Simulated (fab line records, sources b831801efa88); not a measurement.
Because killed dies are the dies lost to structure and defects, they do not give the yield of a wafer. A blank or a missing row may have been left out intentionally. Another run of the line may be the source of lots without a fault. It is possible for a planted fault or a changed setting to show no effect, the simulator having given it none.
Which tool is to blame? :: flow sky130 :: Sampling: 12 lots, 36 wafers, 4 of 708 route steps

== WHAT THE GAUGES SHOWED, per wafer ==
SKY_METAL1_OVL_MEAS_16.
lot: L781
measured: day 32 21:00
on: overlay-02
METAL1_OVL (nm): -6 -5 -11

lot: L784
measured: day 33 16:21
on: overlay-01
METAL1_OVL (nm): 6 1 3

lot: L786
measured: day 34 07:10
on: overlay-01
METAL1_OVL (nm): 2 7 -1

lot: L788
measured: day 35 04:01
on: overlay-02
METAL1_OVL (nm): 1 0 0

lot: L789
measured: day 35 09:49
on: overlay-01
METAL1_OVL (nm): 3 -9 -7

lot: L790
measured: day 35 20:01
on: overlay-01
METAL1_OVL (nm): 4 4 7

lot: L792
measured: day 36 12:37
on: overlay-02
METAL1_OVL (nm): -5 6 4

lot: L793
measured: day 36 16:03
on: overlay-01
METAL1_OVL (nm): 2 -1 8

lot: L795
measured: day 37 06:07
on: overlay-01
METAL1_OVL (nm): 4 5 4

lot: L797
measured: day 38 02:52
on: overlay-02
METAL1_OVL (nm): -6 -4 -12

lot: L800
measured: day 38 23:57
on: overlay-01
METAL1_OVL (nm): -13 -12 -8

lot: L804
measured: day 40 01:55
on: overlay-01
METAL1_OVL (nm): 0 -9 0

SKY_VIA2_THK_MEAS_23: measures by xrf.
lot: L781
measured: day 36 10:41
on: film-metro-03
VIA2_W_THK (nm): 415 420 417

lot: L784
measured: day 37 04:23
on: film-metro-03
VIA2_W_THK (nm): 409 409 419

lot: L786
measured: day 37 19:25
on: film-metro-01
VIA2_W_THK (nm): 398 410 410

lot: L788
measured: day 38 16:13
on: film-metro-01
VIA2_W_THK (nm): 401 414 405

lot: L789
measured: day 38 21:18
on: film-metro-01
VIA2_W_THK (nm): 406 418 407

lot: L790
measured: day 39 05:46
on: film-metro-01
VIA2_W_THK (nm): 402 402 403

lot: L792
measured: day 39 22:54
on: film-metro-02
VIA2_W_THK (nm): 431 432 423

lot: L793
measured: day 40 02:03
on: film-metro-02
VIA2_W_THK (nm): 419 424 419

lot: L795
measured: day 40 15:09
on: film-metro-01
VIA2_W_THK (nm): 405 398 405

lot: L797
measured: day 41 10:37
on: film-metro-03
VIA2_W_THK (nm): 419 426 422

lot: L800
measured: day 42 08:11
on: film-metro-02
VIA2_W_THK (nm): 424 418 423

lot: L804
measured: day 43 08:03
on: film-metro-02
VIA2_W_THK (nm): 431 430 435

== WHICH TOOL RAN EACH LOT (tool, then ch and the chambers of the sampled wafers, then the start) ==
lot: L781
SKY_VIA2_CMP_02: cmp-02 ch 0,3, day 35 06:49
SKY_VIA2_SPUTTER_20: pvd-sputter-03, day 36 10:22

lot: L784
SKY_VIA2_CMP_02: cmp-01 ch 0,1,2, day 36 00:35
SKY_VIA2_SPUTTER_20: pvd-sputter-03, day 37 04:04

lot: L786
SKY_VIA2_CMP_02: cmp-02 ch 0,1,3, day 36 16:04
SKY_VIA2_SPUTTER_20: pvd-sputter-03, day 37 19:06

lot: L788
SKY_VIA2_CMP_02: cmp-02 ch 1,2, day 37 12:40
SKY_VIA2_SPUTTER_20: pvd-sputter-04, day 38 15:53

lot: L789
SKY_VIA2_CMP_02: cmp-02 ch 0,1,2, day 37 18:24
SKY_VIA2_SPUTTER_20: pvd-sputter-02, day 38 20:59

lot: L790
SKY_VIA2_CMP_02: cmp-01 ch 0,1,3, day 38 03:31
SKY_VIA2_SPUTTER_20: pvd-sputter-03, day 39 05:26

lot: L792
SKY_VIA2_CMP_02: cmp-01 ch 1,2,3, day 38 21:14
SKY_VIA2_SPUTTER_20: pvd-sputter-03, day 39 22:35

lot: L793
SKY_VIA2_CMP_02: cmp-02 ch 0,1,2, day 39 00:12
SKY_VIA2_SPUTTER_20: pvd-sputter-02, day 40 01:44

lot: L795
SKY_VIA2_CMP_02: cmp-02 ch 0,2,3, day 39 12:53
SKY_VIA2_SPUTTER_20: pvd-sputter-03, day 40 14:49

lot: L797
SKY_VIA2_CMP_02: cmp-02 ch 1,2,3, day 40 09:05
SKY_VIA2_SPUTTER_20: pvd-sputter-02, day 41 10:18

lot: L800
SKY_VIA2_CMP_02: cmp-01 ch 0,2,3, day 41 05:19
SKY_VIA2_SPUTTER_20: pvd-sputter-04, day 42 07:53

lot: L804
SKY_VIA2_CMP_02: cmp-01 ch 0,2,3, day 42 07:25
SKY_VIA2_SPUTTER_20: pvd-sputter-04, day 43 07:44
- SKY_VIA2_CMP_02: polishes SiO2.
- SKY_VIA2_SPUTTER_20: material TiN, target thk 20 nm, time 80 s.

== WHAT THE TOOLS THEMSELVES READ (means of the sampled wafers that have a number; where no wafer has one, the mark that the record gives instead) ==
SKY_VIA2_CMP_02.
lot: L781
tool: cmp-02
head-pressure-psi (psi): 4.001
motor-current-A (A): 13.2
platen-rpm (rpm): 60.01

lot: L784
tool: cmp-01
head-pressure-psi (psi): 3.991
motor-current-A (A): 12.0
platen-rpm (rpm): 60.00

lot: L786
tool: cmp-02
head-pressure-psi (psi): 4.005
motor-current-A (A): 12.1
platen-rpm (rpm): 59.97

lot: L788
tool: cmp-02
head-pressure-psi (psi): 3.997
motor-current-A (A): 13.0
platen-rpm (rpm): 59.98

lot: L789
tool: cmp-02
head-pressure-psi (psi): 4.004
motor-current-A (A): 12.8
platen-rpm (rpm): 59.97

lot: L790
tool: cmp-01
head-pressure-psi (psi): 4.008
motor-current-A (A): 12.7
platen-rpm (rpm): 59.97

lot: L792
tool: cmp-01
head-pressure-psi (psi): 4.004
motor-current-A (A): 11.2
platen-rpm (rpm): 60.00

lot: L793
tool: cmp-02
head-pressure-psi (psi): 4.001
motor-current-A (A): 13.1
platen-rpm (rpm): 59.96

lot: L795
tool: cmp-02
head-pressure-psi (psi): 4.000
motor-current-A (A): 13.3
platen-rpm (rpm): 59.96

lot: L797
tool: cmp-02
head-pressure-psi (psi): 3.990
motor-current-A (A): 13.0
platen-rpm (rpm): 57.98

lot: L800
tool: cmp-01
head-pressure-psi (psi): 4.000
motor-current-A (A): 12.0
platen-rpm (rpm): 60.02

lot: L804
tool: cmp-01
head-pressure-psi (psi): 4.002
motor-current-A (A): 12.0
platen-rpm (rpm): 59.99

SKY_VIA2_SPUTTER_20.
lot: L781
tool: pvd-sputter-03
throttle-valve-pct (%): 30.4

lot: L784
tool: pvd-sputter-03
throttle-valve-pct (%): 30.9

lot: L786
tool: pvd-sputter-03
throttle-valve-pct (%): 31.1

lot: L788
tool: pvd-sputter-04
throttle-valve-pct (%): 29.9

lot: L789
tool: pvd-sputter-02
throttle-valve-pct (%): 30.3

lot: L790
tool: pvd-sputter-03
throttle-valve-pct (%): 30.7

lot: L792
tool: pvd-sputter-03
throttle-valve-pct (%): 30.4

lot: L793
tool: pvd-sputter-02
throttle-valve-pct (%): 30.5

lot: L795
tool: pvd-sputter-03
throttle-valve-pct (%): 30.6

lot: L797
tool: pvd-sputter-02
throttle-valve-pct (%): 30.3

lot: L800
tool: pvd-sputter-04
throttle-valve-pct (%): 30.3

lot: L804
tool: pvd-sputter-04
throttle-valve-pct (%): 30.3

== THE ANSWER, worked out from the rows above alone ==
Rule: what is usual is taken from the lots themselves. Put in order of their means at a reading, lots are off if they are a third of the lots or fewer, leave a main group of 4 or more, and stand apart from it by a gap of 3 or more times the standard deviation of the main group's means; of several such gaps the widest counts. If all means in a main group match to the digits the tables above print for the reading, that group is not used. Also off: a lot with no number at a reading for which 4 or more lots have one. Any other lot the step has rows for is counted as sound. Order of review: gauges by route order, followed by the tools' own readings, for which a lot's mean as printed above is used. The first step at which some lot is off is used, and at that step the reading that is off furthest; a lot without a number counts as furthest.
Off at SKY_VIA2_CMP_02 (platen-rpm): L797. For the main group the mean is 59.98 rpm and the standard deviation 0.02.
A tool fits if, at that step or a process step before it, it ran every lot that is off, and no sound lot after the first of them. One candidate fits, namely cmp-02 at SKY_VIA2_CMP_02. Its last sound lot is L795 (day 39 12:53), its first lot that is off L797 (day 40 09:05): a fault that began between those two fits.
The tool's own readings at SKY_VIA2_CMP_02 bear it out: on the lots that are off they differ by more than 5 times the standard deviation of the sound lots' means. platen-rpm reads 57.98 rpm there against 59.98 rpm on the sound lots.

== WHAT WAS PUT IN BY THE SIMULATOR ==
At SKY_VIA2_CMP_02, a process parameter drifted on cmp-02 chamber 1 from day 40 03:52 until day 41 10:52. The setting platen-rpm was moved by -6, starting from 60. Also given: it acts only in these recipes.
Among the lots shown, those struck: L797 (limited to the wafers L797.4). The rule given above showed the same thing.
